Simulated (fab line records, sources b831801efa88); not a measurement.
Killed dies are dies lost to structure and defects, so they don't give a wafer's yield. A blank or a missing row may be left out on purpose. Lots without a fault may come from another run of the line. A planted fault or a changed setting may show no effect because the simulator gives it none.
fab line records | flow sfq_line
record lots=14 wafers=42 last_day=95
route steps=325 shown M3@131 M4@149 M5@207 I7@309
lots that met no fault: from a run of the same line without faults
start_h: hours from the record's first day to the start of the lot's first wafer shown | wait_h: hours since the lot's step before | " the same as in the row above | L1.1+2: a row that stands for several wafers | - no value, or no start given | * or withheld: withheld | < > ~ a bound
route shown NAME@n: a module of which the file shows steps, and the number in the route of the first | usual: mean/standard deviation of fault-free wafers | same: alike in all rows | chamber/n: place in a boat | sites: the reading at each site | _std_site: their standard deviation | _edge_site: outer sites' mean less inner sites' | radius_mm: how far each site lies from the wafer's centre | mask NAME#n: copy n | behind: the tool/chamber that last shaped the wafer | hold: why the lot was held/for how many hours/how that ended | device: the transistor (n, p or np) that didn't switch | end of line: the same wafers' tests at the end of the route | a step without rows: its recipe alone | killed: dies lost to structure and defects at the first sort, not the wafer's yield | map: a wafer's dies, x killed, . not, _ none there
set.NAME: the setting as run; set.NAME@STEP: as run at that earlier step | model.NAME: the simulator's own value behind a step, which no gauge read
steps of the route over a sample of lots; a table a step, a row a wafer
services: from which hour (start_h, from the record's first day; less than 0 if before it) a tool's chamber was out of use, for how many hours, and why
## steps
# step SFQ_TRILAYER_M3_STRIP_STRIP_079
# recipe gas=O2 power_w=200 platen_temp_c=40 overash_fraction=0.65 chemistry=O2 pressure_mtorr=50
# usual chamber_pressure_mTorr=50.00/0.043 drypump_motor_current_A=5.50/0.25 oes_product_au=1.008/0.0076
# columns lot.wafer tool chamber start_h wait_h chamber_pressure_mTorr drypump_motor_current_A oes_product_au rf_hours_counter_h
L976.2 rie_metal-03 0 987.31 0.1 50.06 5.37 1.014 85
L976.3 " 0 " " 50.03 5.37 1.015 -
L976.4 " 1 " " 50.07 5.30 1.016 -
L977.3 rie_metal-04 1 991.49 0.5 49.99 6.06 1.011 -
L977.4 " 1 " " 50.01 6.05 1.009 -
L977.6 " 1 " " 50.00 6.08 1.006 -
L979.1 rie_metal-01 0 995.71 0.1 50.02 5.87 1.011 133
L979.4 " 1 " " 50.02 5.45 1.011 -
L979.6 " 0 " " 50.07 5.87 0.999 -
L980.3 rie_metal-01 1 998.31 0.2 49.99 5.44 1.012 -
L980.4 " 0 " " 49.94 5.88 0.998 -
L980.5 " 0 " " 49.99 5.91 0.999 -
L981.1 rie_metal-01 1 1000.51 0.1 50.06 5.45 1.019 8
L981.3 " 0 " " 49.94 5.91 1.012 -
L981.4 " 1 " " 50.06 5.46 1.006 -
L982.4 rie_metal-03 0 1001.93 0.2 49.93 5.37 1.014 -
L982.5 " 0 " " 50.00 5.39 1.028 -
L982.6 " 1 " " 50.04 5.29 1.009 -
L983.2 rie_metal-03 1 1005.68 0.1 49.98 5.29 0.998 107
L983.4 " 0 " " 49.97 5.41 1.011 -
L983.6 " 1 " " 50.02 5.27 1.000 -
L986.3 rie_metal-01 1 1013.62 0.5 49.94 5.47 1.017 -
L986.4 " 1 " " 50.02 5.47 1.008 -
L986.5 " 1 " " 50.03 5.46 1.017 -
L987.2 rie_metal-03 1 1015.01 0.1 49.95 5.28 1.007 109
L987.4 " 1 " " 50.00 5.29 1.015 -
L987.6 " 0 " " 50.01 5.38 1.011 -
L990.1 rie_metal-01 1 1019.99 0.2 50.02 5.45 1.016 15
L990.2 " 1 " " 50.00 5.45 1.011 -
L990.6 " 1 " " 50.02 5.46 0.998 -
L993.2 rie_metal-03 0 1024.61 0.1 50.00 5.35 1.007 94
L993.3 " 1 " " 50.03 5.26 0.994 -
L993.4 " 0 " " 49.94 5.35 1.015 -
L995.1 rie_metal-03 0 1027.22 0.1 49.97 5.37 1.011 95
L995.2 " 1 " " 49.95 5.29 1.010 113
L995.5 " 0 " " 49.97 5.37 1.016 -
L997.2 rie_metal-01 1 1058.01 0.1 49.97 5.46 1.007 25
L997.3 " 0 " " 49.96 5.89 1.009 -
L997.4 " 1 " " 50.00 5.44 1.016 -
L999.1 rie_metal-04 1 1060.59 0.2 50.03 6.05 1.005 35
L999.3 " 1 " " 49.98 6.06 0.999 -
L999.6 " 1 " " 50.03 6.07 1.004 -
# step SFQ_TRILAYER_M4_DEP_SPUTTER_091
# recipe material=Nb base_pressure_pa=1.33e-06 chamber_pressure_pa=0.1333 substrate_temp_c=20 resputter_cathode_voltage_v=400 target_thk_nm=200 power_w=2000 time_s=133.3
# usual throttle_valve_pct=30.1/1.3
# columns lot.wafer tool chamber start_h wait_h throttle_valve_pct
L976.2 pvd_sputter-06 - 1164.64 0.0 27.0
L976.3 " - " " 30.8
L976.4 " - " " 30.1
L977.3 pvd_sputter-03 - 1170.64 0.0 29.6
L977.4 " - " " 28.7
L977.6 " - " " 31.4
L979.1 pvd_sputter-06 - 1174.24 0.0 29.5
L979.4 " - " " 30.3
L979.6 " - " " 26.9
L980.3 pvd_sputter-04 - 1176.64 0.0 31.2
L980.4 " - " " 31.3
L980.5 " - " " 31.2
L981.1 pvd_sputter-06 - 1180.37 0.0 30.7
L981.3 " - " " 29.4
L981.4 " - " " 30.1
L982.4 pvd_sputter-03 - 1181.56 0.0 29.6
L982.5 " - " " 29.8
L982.6 " - " " 30.9
L983.2 pvd_sputter-04 - 1183.96 0.0 31.0
L983.4 " - " " 31.2
L983.6 " - " " 30.9
L986.3 pvd_sputter-04 - 1193.69 0.0 31.0
L986.4 " - " " 30.6
L986.5 " - " " 31.4
L987.2 pvd_sputter-06 - 1197.29 0.0 30.0
L987.4 " - " " 30.8
L987.6 " - " " 27.2
L990.1 pvd_sputter-06 - 1200.89 0.0 29.6
L990.2 " - " " 30.0
L990.6 " - " " 30.2
L993.2 pvd_sputter-06 - 1206.89 0.0 30.8
L993.3 " - " " 27.2
L993.4 " - " " 30.1
L995.1 pvd_sputter-04 - 1209.30 0.0 31.4
L995.2 " - " " 31.3
L995.5 " - " " 30.5
L997.2 pvd_sputter-04 - 1229.81 0.0 30.8
L997.3 " - " " 31.3
L997.4 " - " " 31.2
L999.1 pvd_sputter-03 - 1237.01 0.0 31.0
L999.3 " - " " 29.4
L999.6 " - " " 31.1
# step SFQ_M4_RS_MEAS_924
# recipe thk_meas_gauge=four-point-probe reads=Nb_of_TRILAYER_M4_DEP_SPUTTER_091
# usual M4_NB_RS=0.888/0.011
# columns lot.wafer tool chamber start_h wait_h hold M4_NB_RS[ohm/sq]
L976.2 film_metro-03 - 1164.75 0.1 - 0.879
L976.3 " - " " - 0.877
L976.4 " - " " - 0.888
L977.3 film_metro-02 - 1170.77 0.1 - 0.889
L977.4 " - " " - 0.890
L977.6 " - " " - 0.903
L979.1 film_metro-03 - 1174.33 0.0 - 0.898
L979.4 " - " " - 0.888
L979.6 " - " " - 0.884
L980.3 film_metro-02 - 1176.77 0.1 - 0.883
L980.4 " - " " - 0.885
L980.5 " - " " - 0.884
L981.1 film_metro-02 - 1180.47 0.1 - 0.896
L981.3 " - " " - 0.907
L981.4 " - " " - 0.895
L982.4 film_metro-04 - 1181.71 0.1 - 0.898
L982.5 " - " " - 0.900
L982.6 " - " " - 0.918
L983.2 film_metro-02 - 1184.07 0.1 - 0.881
L983.4 " - " " - 0.873
L983.6 " - " " - 0.867
L986.3 film_metro-03 - 1193.82 0.1 - 0.873
L986.4 " - " " - 0.886
L986.5 " - " " - 0.878
L987.2 film_metro-04 - 1197.40 0.1 - 0.878
L987.4 " - " " - 0.878
L987.6 " - " " - 0.880
L990.1 film_metro-02 - 1200.98 0.0 await_dispo/0.2h/release 0.889
L990.2 " - " " await_dispo/0.2h/release 0.891
L990.6 " - " " await_dispo/0.2h/release 0.506
L990.1 film_metro-02 - 1201.26 0.3 - 0.891
L990.2 " - " " - 0.892
L990.6 " - " " - 0.505
L993.2 film_metro-04 - 1207.00 0.1 await_dispo/0.2h/release 0.894
L993.3 " - " " await_dispo/0.2h/release 0.895
L993.4 " - " " await_dispo/0.2h/release 0.507
L993.2 film_metro-04 - 1207.28 0.3 - 0.893
L993.3 " - " " - 0.895
L993.4 " - " " - 0.508
L995.1 film_metro-04 - 1209.39 0.0 - 0.868
L995.2 " - " " - 0.873
L995.5 " - " " - 0.876
L997.2 film_metro-04 - 1229.92 0.1 - 0.880
L997.3 " - " " - 0.875
L997.4 " - " " - 0.881
L999.1 film_metro-02 - 1237.10 0.0 - 0.906
L999.3 " - " " - 0.891
L999.6 " - " " - 0.911
# step SFQ_TRILAYER_M4_ETCH_METAL_ETCH_096
# recipe target=Nb stop_on=SiO2 mask_material=PR chemistry=Cl2/Ar target_depth_nm=240 icp_w=600 bias_w=80 pressure_mtorr=10 time_s=120
# usual bias_w=80.08/0.24 chamber_pressure_mTorr=10.001/0.0088 drypump_motor_current_A=5.8/0.41 oes_product_au=0.895/0.0083
# columns lot.wafer tool chamber start_h wait_h bias_w chamber_pressure_mTorr drypump_motor_current_A oes_product_au rf_hours_counter_h
L976.2 rie_metal-04 1 1269.72 0.0 79.87 9.991 6.1 0.903 65
L976.3 " 0 " " 80.11 10.004 6.3 0.899 -
L976.4 " 1 " " 79.77 9.989 6.1 0.899 -
L977.3 rie_metal-03 1 1277.79 0.1 79.86 10.020 5.3 0.901 -
L977.4 " 0 " " 80.45 10.002 5.4 0.896 -
L977.6 " 1 " " 79.92 9.995 5.3 0.888 -
L979.1 rie_metal-03 0 1281.35 0.0 79.95 9.999 5.4 0.893 3
L979.4 " 1 " " 80.03 9.995 5.3 0.890 -
L979.6 " 1 " " 80.16 10.008 5.3 0.907 -
L980.3 rie_metal-04 0 1283.79 0.1 80.09 10.002 6.2 0.898 -
L980.4 " 1 " " 79.67 10.013 6.0 0.891 -
L980.5 " 0 " " 79.98 10.002 6.2 0.896 -
L981.1 rie_metal-04 1 1289.30 0.0 80.28 10.008 6.0 0.890 69
L981.3 " 0 " " 79.90 10.004 6.2 0.888 -
L981.4 " 1 " " 80.21 9.993 6.1 0.890 -
L982.4 rie_metal-03 0 1290.54 0.1 80.34 10.005 5.4 0.884 -
L982.5 " 0 " " 79.89 9.994 5.4 0.884 -
L982.6 " 1 " " 80.13 10.013 5.3 0.874 -
L983.2 rie_metal-03 0 1294.10 0.0 80.07 10.002 5.3 0.898 5
L983.4 " 1 " " 80.17 10.001 5.3 0.906 -
L983.6 " 1 " " 79.87 9.992 5.3 0.904 -
L986.3 rie_metal-03 0 1306.24 0.1 80.00 9.992 5.4 0.912 -
L986.4 " 0 " " 79.88 9.985 5.4 0.895 -
L986.5 " 0 " " 79.81 10.002 5.4 0.903 -
L987.2 rie_metal-03 0 1309.80 0.1 79.88 9.995 5.3 0.901 -
L987.4 " 0 " " 80.24 10.001 5.3 0.902 -
L987.6 " 0 " " 79.81 9.990 5.3 0.901 -
L990.1 rie_metal-04 1 1314.50 0.0 79.70 10.008 6.1 0.903 73
L990.2 " 0 " " 79.97 10.004 6.2 0.893 41
L990.6 " 0 " " 80.29 10.000 6.2 1.006 -
L993.2 rie_metal-02 1 1320.50 0.0 79.69 9.988 6.3 0.887 111
L993.3 " 0 " " 80.30 9.997 5.4 0.890 -
L993.4 " 1 " " 79.93 10.012 6.2 1.004 -
L995.1 rie_metal-02 1 1325.30 0.0 79.88 9.984 6.2 0.906 112
L995.2 " 0 " " 80.66 10.017 5.4 0.908 31
L995.5 " 0 " " 80.41 9.990 5.4 0.904 -
L997.2 rie_metal-04 1 1346.90 0.0 79.90 10.007 6.1 0.902 77
L997.3 " 0 " " 80.25 10.007 6.2 0.904 -
L997.4 " 1 " " 80.23 10.000 6.1 0.909 -
L999.1 rie_metal-02 0 1352.90 0.0 80.22 10.003 5.4 0.887 36
L999.3 " 0 " " 80.21 9.985 5.4 0.901 -
L999.6 " 1 " " 80.09 10.001 6.2 0.881 -
# step SFQ_TRILAYER_M5_STRIP_STRIP_127
# recipe gas=O2 power_w=200 platen_temp_c=40 overash_fraction=0.65 chemistry=O2 pressure_mtorr=50
# usual chamber_pressure_mTorr=49.99/0.047 drypump_motor_current_A=5.9/0.36 oes_product_au=1.004/0.0086
# columns lot.wafer tool chamber start_h wait_h chamber_pressure_mTorr drypump_motor_current_A oes_product_au rf_hours_counter_h
L976.2 rie_metal-02 1 1435.10 0.1 49.99 6.2 0.981 128
L976.3 " 1 " " 50.01 6.2 0.998 -
L976.4 " 0 " " 50.04 5.4 0.994 -
L977.3 rie_metal-04 0 1440.10 0.3 49.98 6.2 1.009 -
L977.4 " 1 " " 49.93 6.0 1.004 -
L977.6 " 1 " " 50.00 6.1 1.013 -
L979.1 rie_metal-04 1 1444.70 0.1 49.91 6.0 1.013 92
L979.4 " 0 " " 50.05 6.2 1.005 -
L979.6 " 0 " " 49.98 6.2 1.016 -
L980.3 rie_metal-01 1 1447.30 0.3 50.01 5.5 1.010 -
L980.4 " 0 " " 50.09 5.8 1.013 -
L980.5 " 1 " " 49.99 5.4 1.015 -
L981.1 rie_metal-04 0 1454.30 0.1 49.87 6.2 1.004 61
L981.3 " 1 " " 50.01 6.1 1.014 -
L981.4 " 0 " " 50.10 6.2 0.996 -
L982.4 rie_metal-02 0 1456.90 0.3 49.98 5.4 0.997 -
L982.5 " 0 " " 50.00 5.4 1.002 -
L982.6 " 1 " " 50.05 6.2 1.005 -
L983.2 rie_metal-02 0 1461.50 0.1 50.02 5.4 1.001 50
L983.4 " 0 " " 49.95 5.4 0.981 -
L983.6 " 0 " " 49.99 5.4 0.981 -
L986.3 rie_metal-02 1 1494.20 0.3 50.02 6.2 0.999 -
L986.4 " 0 " " 49.98 5.4 1.006 -
L986.5 " 1 " " 49.99 6.3 0.998 -
L987.2 rie_metal-02 0 1610.03 0.1 50.03 5.4 1.007 73
L987.4 " 1 " " 50.00 6.2 0.992 -
L987.6 " 0 " " 49.92 5.4 1.007 -
L990.1 rie_metal-01 0 1620.83 0.1 50.03 5.9 0.998 77
L990.2 " 1 " " 50.04 5.4 0.992 97
L990.6 " 1 " " 49.89 5.4 1.010 -
L993.2 rie_metal-01 1 1630.55 0.1 49.98 5.5 1.010 98
L993.3 " 0 " " 50.05 5.9 0.996 -
L993.4 " 1 " " 50.00 5.4 1.008 -
L995.1 rie_metal-01 1 1734.79 0.1 50.03 5.5 1.006 111
L995.2 " 0 " " 50.05 5.9 0.999 91
L995.5 " 0 " " 49.98 5.9 1.013 -
L997.2 rie_metal-01 1 1750.39 0.1 50.05 5.4 1.014 114
L997.3 " 0 " " 49.96 5.9 1.011 -
L997.4 " 1 " " 50.03 5.5 1.006 -
L999.1 rie_metal-04 1 1756.39 0.1 49.98 6.1 1.004 125
L999.3 " 1 " " 49.98 6.0 1.004 -
L999.6 " 0 " " 49.97 6.2 1.011 -
# step SFQ_TRILAYER_I7_VIA_STRIP_STRIP_191
# recipe gas=O2 power_w=200 platen_temp_c=40 overash_fraction=0.65 chemistry=O2 pressure_mtorr=50
# usual chamber_pressure_mTorr=50.00/0.042 drypump_motor_current_A=5.7/0.37 oes_product_au=1.003/0.0096
# columns lot.wafer tool chamber start_h wait_h chamber_pressure_mTorr drypump_motor_current_A oes_product_au rf_hours_counter_h
L976.2 rie_metal-03 1 1821.97 - 50.01 5.3 1.001 67
L976.3 " 0 " " 49.98 5.4 1.012 -
L976.4 " 1 " " 49.99 5.3 1.006 -
L977.3 rie_metal-04 1 1887.76 - 50.02 6.0 1.002 -
L977.4 " 0 " " 49.94 6.2 1.002 -
L977.6 " 1 " " 50.00 6.1 1.005 -
L979.1 rie_metal-03 1 1941.48 - 49.92 5.3 1.015 82
L979.4 " 0 " " 50.07 5.4 1.007 -
L979.6 " 1 " " 50.02 5.3 1.004 -
L980.3 rie_metal-04 1 1942.88 - 50.01 6.1 1.013 -
L980.4 " 0 " " 49.95 6.2 1.013 -
L980.5 " 0 " " 50.02 6.2 0.996 -
L981.1 rie_metal-03 0 2085.34 - 50.01 5.3 0.994 120
L981.3 " 1 " " 50.05 5.3 0.983 -
L981.4 " 0 " " 50.02 5.4 0.991 -
L982.4 rie_metal-03 0 2087.94 - 49.99 5.4 0.991 -
L982.5 " 1 " " 50.00 5.3 1.002 -
L982.6 " 0 " " 49.98 5.4 0.978 -
L983.2 rie_metal-01 1 2092.54 - 49.95 5.4 1.018 29
L983.4 " 1 " " 49.94 5.5 1.009 -
L983.6 " 0 " " 50.00 5.9 0.998 -
L986.3 rie_metal-03 0 2116.74 - 50.03 5.3 0.998 -
L986.4 " 1 " " 50.07 5.3 0.992 -
L986.5 " 1 " " 50.04 5.3 0.991 -
L987.2 rie_metal-04 0 2120.14 - 50.03 6.2 1.007 24
L987.4 " 0 " " 50.04 6.2 1.006 -
L987.6 " 0 " " 50.07 6.2 1.005 -
L990.1 rie_metal-03 1 2129.74 - 49.99 5.3 0.996 110
L990.2 " 0 " " 50.06 5.4 1.004 125
L990.6 " 1 " " 50.03 5.2 0.992 -
L993.2 rie_metal-04 1 2150.43 - 50.01 6.0 1.010 57
L993.3 " 1 " " 50.03 6.0 1.009 -
L993.4 " 0 " " 50.00 6.2 1.009 -
L995.1 rie_metal-01 0 2161.23 - 50.08 5.8 1.003 26
L995.2 " 1 " " 50.03 5.5 1.015 38
L995.5 " 0 " " 49.97 5.9 1.005 -
L997.2 rie_metal-01 0 2185.23 - 49.97 5.9 1.004 27
L997.3 " 0 " " 50.05 5.9 1.002 -
L997.4 " 1 " " 50.06 5.5 1.013 -
L999.1 rie_metal-03 0 2191.23 - 50.03 5.3 0.987 132
L999.3 " 1 " " 49.94 5.3 0.992 -
L999.6 " 0 " " 49.94 5.4 0.998 -
## services
# columns tool chamber start_h hours kind
rie_metal-01 0 964.07 6.5 repair
rie_metal-04 - 1006.30 28.1 pm
rie_metal-01 - 1018.91 0.2 repair
rie_metal-04 - 1050.96 1.0 repair
rie_metal-04 0 1059.79 4.8 repair
rie_metal-04 - 1099.68 2.8 pm
rie_metal-04 - 1149.86 0.4 repair
rie_metal-01 1 1197.00 6.5 repair
rie_metal-01 1 1244.47 5.8 repair
rie_metal-04 - 1261.02 1.1 repair
rie_metal-03 0 1348.04 5.8 repair
rie_metal-04 - 1357.07 0.4 repair
rie_metal-01 - 1409.48 14.6 pm
rie_metal-04 1 1535.69 44.0 repair
rie_metal-04 - 1545.24 0.8 repair
rie_metal-04 0 1545.38 7.4 repair
rie_metal-03 - 1581.35 2.8 pm
rie_metal-03 0 1642.64 11.3 repair
rie_metal-01 - 1697.98 1.4 pm
rie_metal-03 1 1740.91 10.2 repair
rie_metal-01 1 1755.90 3.2 repair
rie_metal-03 1 2006.65 2.2 repair
rie_metal-04 - 2010.27 0.1 repair
rie_metal-04 - 2111.02 1.4 pm
## key
first_sign step=SFQ_M4_RS_MEAS_924 reading=visit direction=added
effect step=SFQ_M4_RS_MEAS_924 reading=M4_NB_RS direction=down sigmas=35 usual=0.888 struck=0.506
effect step=SFQ_TRILAYER_M4_ETCH_METAL_ETCH_096 reading=oes_product_au direction=up sigmas=13 usual=0.895 struck=1.005
met_at SFQ_TRILAYER_M4_DEP_SPUTTER_091
struck_lots L990,L993
struck_wafers L990.6,L993.4
not_acting_at SFQ_TRILAYER_M3_STRIP_STRIP_079,SFQ_TRILAYER_M5_STRIP_STRIP_127,SFQ_TRILAYER_I7_VIA_STRIP_STRIP_191
onset_between 1197.29 1200.89
fault kind=process_parameter_drift tool=pvd_sputter-06 chamber=- onset_h=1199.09 steps=SFQ_TRILAYER_M4_DEP_SPUTTER_091 channel=target_thk_nm offset=150.91 shape=step end_h=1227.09 scope=struck_wafers_only acts_in=these_recipes_only stated=200
